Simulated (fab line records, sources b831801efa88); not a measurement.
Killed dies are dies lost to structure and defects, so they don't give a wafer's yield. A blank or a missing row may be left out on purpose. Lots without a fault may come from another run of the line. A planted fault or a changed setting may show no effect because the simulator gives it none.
Which tool did it? | flow gf180mcu | 12 lots, 36 wafers sampled, at 1 step of a route of 602

WHAT THE GAUGES READ, wafer by wafer
GF_POLY_GATE_CD_MEAS_10: target cd 280 nm.
lot  | measured     | on        | cd_nm (nm)
L076 | day 9 22:06  | cd_sem-01 | 278.9 280.3 279.0
L077 | day 10 04:11 | cd_sem-02 | 279.6 281.0 280.7
L079 | day 10 19:13 | cd_sem-01 | 278.7 280.3 279.3
L081 | day 11 08:01 | cd_sem-02 | 280.5 281.1 280.9
L083 | day 11 20:25 | cd_sem-02 | 280.9 280.4 279.6
L085 | day 12 09:16 | cd_sem-01 | 281.8 281.4 280.8
L087 | day 13 01:42 | cd_sem-01 | 279.2 280.1 280.9
L089 | day 13 15:20 | cd_sem-02 | 280.7 280.2 281.1
L091 | day 14 10:40 | cd_sem-02 | 281.3 280.7 281.2
L093 | day 14 20:43 | cd_sem-01 | 279.0 280.3 279.8
L095 | day 15 07:56 | cd_sem-02 | 282.0 282.6 281.4
L097 | day 15 23:16 | cd_sem-01 | 281.3 279.0 280.7

WHICH TOOL RAN EACH LOT (tool, then ch and the chambers of the sampled wafers, then the start)
The record holds no process step before these readings.

THE ANSWER, worked out from the rows above alone
Rule: what is usual is taken from the lots themselves. Put in order of their means at a reading, lots are off if they are a third of the lots or fewer, leave a main group of 4 or more, and stand apart from it by a gap of 3 or more times the standard deviation of the main group's means; of several such gaps the widest counts. A main group whose means are all the same, to the digits that the tables above print for the reading, isn't used. A lot without any number at a reading at which 4 lots or more have one is off too. The other lots that the step has rows for count as sound.
No lot is off at any reading shown: from this, nothing can be told.

WHAT THE SIMULATOR HAD PUT IN
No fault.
